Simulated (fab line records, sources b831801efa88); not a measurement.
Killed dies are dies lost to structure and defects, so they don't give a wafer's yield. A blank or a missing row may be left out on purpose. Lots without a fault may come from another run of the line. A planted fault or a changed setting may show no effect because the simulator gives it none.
Which tool did it? | flow gf180mcu | 13 lots, 39 wafers sampled, at 3 steps of a route of 602

WHAT THE GAUGES READ, wafer by wafer
GF_V5_RS_MEAS_24: measures by four-point-probe.
lot  | measured     | on            | V5_W_RS (ohm/sq)
L853 | day 27 05:24 | film_metro-04 | 0.334 0.334 0.334
L854 | day 27 07:55 | film_metro-04 | 0.334 0.336 0.333
L858 | day 28 20:47 | film_metro-02 | 0.335 0.326 0.326
L860 | day 29 11:07 | film_metro-02 | 0.330 0.332 0.329
L861 | day 29 21:06 | film_metro-02 | 0.333 0.336 0.331
L862 | day 30 05:04 | film_metro-04 | 0.338 0.341 0.339
L864 | day 30 17:24 | film_metro-02 | 0.329 0.331 0.324
L863 | day 30 19:15 | film_metro-01 | 0.328 0.333 0.331
L865 | day 31 00:01 | film_metro-04 | 0.337 0.333 0.333
L866 | day 31 05:15 | film_metro-04 | 0.330 0.323 0.326
L871 | day 32 13:35 | film_metro-02 | 0.327 0.333 0.331
L873 | day 33 00:35 | film_metro-01 | 0.334 0.337 0.335
L876 | day 33 13:43 | film_metro-02 | 0.340 0.345 0.337

GF_V5_THK_MEAS_25: measures by xrf.
lot  | measured     | on            | V5_W_THK (nm)
L853 | day 27 05:31 | film_metro-04 | 337 338 339
L854 | day 27 08:00 | film_metro-04 | 340 338 342
L858 | day 28 20:54 | film_metro-02 | 338 346 344
L860 | day 29 11:13 | film_metro-02 | 341 340 341
L861 | day 29 21:13 | film_metro-02 | 337 334 339
L862 | day 30 05:10 | film_metro-04 | 339 336 339
L864 | day 30 17:29 | film_metro-02 | 347 346 351
L863 | day 30 19:22 | film_metro-01 | 348 342 344
L865 | day 31 00:08 | film_metro-04 | 338 343 339
L866 | day 31 05:22 | film_metro-04 | 342 351 347
L871 | day 32 13:43 | film_metro-02 | 342 337 339
L873 | day 33 00:43 | film_metro-01 | 342 337 341
L876 | day 33 13:50 | film_metro-02 | 334 327 337

WHICH TOOL RAN EACH LOT (tool, then ch and the chambers of the sampled wafers, then the start)
lot  | GF_V5_SPUTTER_21
L853 | pvd_sputter-04, day 27 05:11
L854 | pvd_sputter-04, day 27 07:40
L858 | pvd_sputter-04, day 28 20:33
L860 | pvd_sputter-02, day 29 10:52
L861 | pvd_sputter-01, day 29 20:53
L862 | pvd_sputter-04, day 30 04:49
L864 | pvd_sputter-01, day 30 17:08
L863 | pvd_sputter-02, day 30 19:01
L865 | pvd_sputter-02, day 30 23:47
L866 | pvd_sputter-02, day 31 05:02
L871 | pvd_sputter-02, day 32 13:22
L873 | pvd_sputter-01, day 33 00:23
L876 | pvd_sputter-02, day 33 13:29
- GF_V5_SPUTTER_21: material Ti, target thk 15 nm, time 80.02 s.

WHAT THE TOOLS THEMSELVES READ (means of the sampled wafers that have a number; where no wafer has one, the mark that the record gives instead)
GF_V5_SPUTTER_21.
lot  | tool           | cathode_dc_power_W (W) | throttle_valve_pct (%)
L853 | pvd_sputter-04 | 2500.3                 | 30.6
L854 | pvd_sputter-04 | 2500.3                 | 30.7
L858 | pvd_sputter-04 | 2500.2                 | 30.7
L860 | pvd_sputter-02 | 2500.1                 | 30.8
L861 | pvd_sputter-01 | 2500.1                 | 30.3
L862 | pvd_sputter-04 | 2499.8                 | 30.6
L864 | pvd_sputter-01 | 2500.3                 | 30.3
L863 | pvd_sputter-02 | 2500.0                 | 30.4
L865 | pvd_sputter-02 | 2500.1                 | 30.0
L866 | pvd_sputter-02 | 2500.0                 | 30.4
L871 | pvd_sputter-02 | 2500.1                 | 30.3
L873 | pvd_sputter-01 | 2499.7                 | 29.4
L876 | pvd_sputter-02 | 2500.2                 | 30.1

THE ANSWER, worked out from the rows above alone
Rule: what is usual is taken from the lots themselves. Put in order of their means at a reading, lots are off if they are a third of the lots or fewer, leave a main group of 4 or more, and stand apart from it by a gap of 3 or more times the standard deviation of the main group's means; of several such gaps the widest counts. A main group whose means are all the same, to the digits that the tables above print for the reading, isn't used. A lot without any number at a reading at which 4 lots or more have one is off too. The other lots that the step has rows for count as sound. The gauges are gone through in route order, then the tools' own readings, and for those a lot's mean is taken as printed above. The first step at which some lot is off is used, and at that step the reading that is off furthest; a lot without a number counts as furthest.
No lot is off at any reading shown: from this, nothing can be told.

WHAT THE SIMULATOR HAD PUT IN
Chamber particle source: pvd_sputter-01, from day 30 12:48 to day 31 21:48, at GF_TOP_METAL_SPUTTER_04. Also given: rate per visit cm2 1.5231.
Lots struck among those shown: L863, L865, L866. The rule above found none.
